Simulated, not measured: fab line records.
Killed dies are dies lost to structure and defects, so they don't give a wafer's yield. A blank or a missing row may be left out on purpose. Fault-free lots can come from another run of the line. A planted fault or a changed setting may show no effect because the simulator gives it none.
What tool caused it?	flow gf180mcu	14 lots, 42 wafers sampled, at 3 steps of a route of 602

WHAT THE GAUGES SHOWED, per wafer
GF_V1_THK_MEAS_25: measures by xrf.
lot	measured	on	V1_W_THK (nm)
L301	day 19 00:00	film metro-03	366 360 358
L302	day 19 16:22	film metro-03	372 361 360
L303	day 19 17:59	film metro-03	372 363 365
L304	day 20 09:37	film metro-04	356 353 354
L305	day 20 22:14	film metro-04	355 354 355
L307	day 21 03:50	film metro-04	356 354 358
L306	day 21 04:13	film metro-04	355 352 351
L309	day 21 20:01	film metro-04	355 358 363
L312	day 23 05:58	film metro-02	352 348 345
L314	day 23 22:29	film metro-04	353 352 351
L315	day 24 04:32	film metro-02	346 352 347
L316	day 24 06:44	film metro-04	345 343 346
L319	day 25 04:14	film metro-03	356 359 359
L321	day 25 21:52	film metro-02	357 354 352

TOOL THAT RAN EACH LOT (tool first, then ch and the chambers of the sampled wafers, then the start)
lot	GF_HV_LDD_DEHYDRATE_00	GF_M1_STRIP_17
L301	litho track-03 ch 0, day 10 06:22	plasma asher-02 ch 0,1, day 17 21:17
L302	litho track-03 ch 0, day 10 18:32	plasma asher-03 ch 0,1, day 18 13:14
L303	litho track-04 ch 0, day 10 21:02	plasma asher-02 ch 0,1, day 18 15:04
L304	litho track-02 ch 0, day 11 07:59	plasma asher-03 ch 0,1, day 19 06:28
L305	litho track-02 ch 0, day 11 19:05	plasma asher-02 ch 0,1, day 19 18:55
L307	litho track-04 ch 0, day 11 21:35	plasma asher-04 ch 0,1, day 20 00:47
L306	litho track-03 ch 0, day 11 22:05	plasma asher-04 ch 0,1, day 20 01:43
L309	litho track-03 ch 0, day 12 09:44	plasma asher-02 ch 0, day 20 17:40
L312	litho track-04 ch 0, day 13 12:40	plasma asher-04 ch 0,1, day 22 03:50
L314	litho track-04 ch 0, day 14 06:31	plasma asher-04 ch 0,1, day 22 20:46
L315	litho track-04 ch 0, day 14 11:47	plasma asher-02 ch 0,1, day 23 04:07
L316	litho track-04 ch 0, day 14 13:44	plasma asher-04 ch 0,1, day 23 05:58
L319	litho track-04 ch 0, day 15 08:59	plasma asher-04 ch 0,1, day 24 03:31
L321	litho track-03 ch 0, day 16 04:09	plasma asher-04 ch 0, day 24 21:52
- GF_HV_LDD_DEHYDRATE_00: time 60 s.
- GF_M1_STRIP_17: strips in O2/N2.

WHAT THE TOOLS THEMSELVES READ (means of the sampled wafers that have a number; where no wafer has one, the mark that the record gives instead)
GF_HV_LDD_DEHYDRATE_00.
lot	tool	chill plate temp C (C)	heater power total W (W)	plate temp C (C)
L301	litho track-03	22.96	160.23	200.03
L302	litho track-03	23.07	160.46	199.99
L303	litho track-04	23.04	160.31	199.85
L304	litho track-02	22.95	160.43	200.11
L305	litho track-02	23.09	160.34	199.95
L307	litho track-04	23.13	160.31	199.86
L306	litho track-03	22.84	160.44	200.07
L309	litho track-03	22.98	160.34	200.26
L312	litho track-04	23.03	160.27	200.10
L314	litho track-04	22.96	160.25	199.83
L315	litho track-04	22.95	153.27	192.92
L316	litho track-04	22.97	153.11	193.02
L319	litho track-04	22.95	153.20	193.03
L321	litho track-03	22.94	160.32	199.97

GF_M1_STRIP_17.
lot	tool	drypump motor current A (A)	heater power w (W)	oes product au (a.u.)	strip time to endpoint s (s)
L301	plasma asher-02	5.7	355	0.542	7.42
L302	plasma asher-03	6.7	322	0.536	7.34
L303	plasma asher-02	5.7	342	0.535	7.47
L304	plasma asher-03	6.6	320	0.540	7.36
L305	plasma asher-02	5.7	354	0.541	7.38
L307	plasma asher-04	6.1	372	0.542	7.39
L306	plasma asher-04	6.0	368	0.540	7.40
L309	plasma asher-02	5.6	376	0.537	7.42
L312	plasma asher-04	5.7	347	0.539	7.38
L314	plasma asher-04	5.7	346	0.540	7.40
L315	plasma asher-02	5.7	352	0.538	7.41
L316	plasma asher-04	5.7	354	0.542	7.47
L319	plasma asher-04	5.7	353	0.539	7.42
L321	plasma asher-04	5.3	330	0.540	7.47

THE ANSWER, worked out from the rows above alone
Rule: usual is defined by the lots themselves. Put in order of their means at a reading, lots are off if they are a third of the lots or fewer, leave a main group of 4 or more, and stand apart from it by a gap of 3 or more times the standard deviation of the main group's means; of several such gaps the widest counts. A main group is skipped when, at the precision printed for the reading in the tables above, its means are all equal. A lot without any number at a reading at which 4 lots or more have one is off too. Where the step has rows for the other lots, those lots are counted as sound. The gauges are gone through in route order, then the tools' own readings, and for those a lot's mean is taken as printed above. At the first step where some lot is off, the reading lying furthest off is the one used; lots without a number count as furthest.
Off: L315, L316, L319 (GF_HV_LDD_DEHYDRATE_00, heater power total W). Mean 160.34 W and standard deviation 0.074 in the main group.
A tool fits if, at that step or a process step before it, it ran every lot that is off, and no sound lot after the first of them. One fits: GF_HV_LDD_DEHYDRATE_00 on litho track-04. A fault onset in the window from L314 (day 14 06:31, its last sound lot) to L315 (day 14 11:47, its first lot off) fits.
The tool's own readings at GF_HV_LDD_DEHYDRATE_00 bear it out: on the lots that are off they differ by more than 5 times the standard deviation of the sound lots' means. heater power total W reads 153.19 W there against 160.34 W on the sound lots; plate temp C reads 192.99 C there against 200.00 C on the sound lots.

WHAT THE SIMULATOR PUT IN
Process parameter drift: litho track-04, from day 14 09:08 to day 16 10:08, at GF_HV_LDD_DEHYDRATE_00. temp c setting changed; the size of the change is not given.
Lots struck among those shown: L315, L316, L319. Same finding as the rule above.
